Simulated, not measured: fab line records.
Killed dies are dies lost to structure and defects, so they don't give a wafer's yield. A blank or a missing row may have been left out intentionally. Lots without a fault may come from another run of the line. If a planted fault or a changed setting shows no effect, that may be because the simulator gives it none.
Matching of chambers ; flow gf180mcu ; cmp-01 running GF_V3_CMP_04: 4 sister chambers
The step polishes SiO2. 4 wafers are shown with their chamber, then 8 later ones without.

== EACH WAFER AND ITS CHAMBER ==
wafer;chamber;motor_current_A (A)
L346.5;2;11.9
L348.6;0;10.2
L349.3;3;13.8
L349.6;1;9.8

== WAFERS WITHOUT THEIR CHAMBER ==
wafer;motor_current_A (A)
L350.3;14.2
L350.4;10.0
L350.6;13.9
L352.2;14.3
L352.5;12.6
L352.6;13.4
L360.1;13.2
L360.2;10.4

== WHICH CHAMBER EACH ONE RAN IN ==
wafer;from the rows above;in truth
L350.3;3;3
L350.4;can't be placed: 0 or 1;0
L350.6;3;3
L352.2;3;3
L352.5;can't be placed: 2 or 3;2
L352.6;3;3
L360.1;can't be placed: 3 or 2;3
L360.2;can't be placed: 0 or 1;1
Correctly placed: 4 of 8. From these rows, 4 cannot be placed; in 4 the true chamber is one of the candidates. Wrongly placed: 0.
How it was worked out, from the rows above alone: a wafer's distance from a chamber is the root of the sum, over the readings, of the square of ((its reading less the chamber's mean) divided by the reading's scatter). The wafer belongs to the nearest chamber; if the next one is less than 2 further off, it can't be placed. Each chamber's mean is taken over the wafers shown for it. The scatter: with one shown wafer a chamber, the root of the mean of the squares of how far each hidden wafer lies from its nearest shown one.
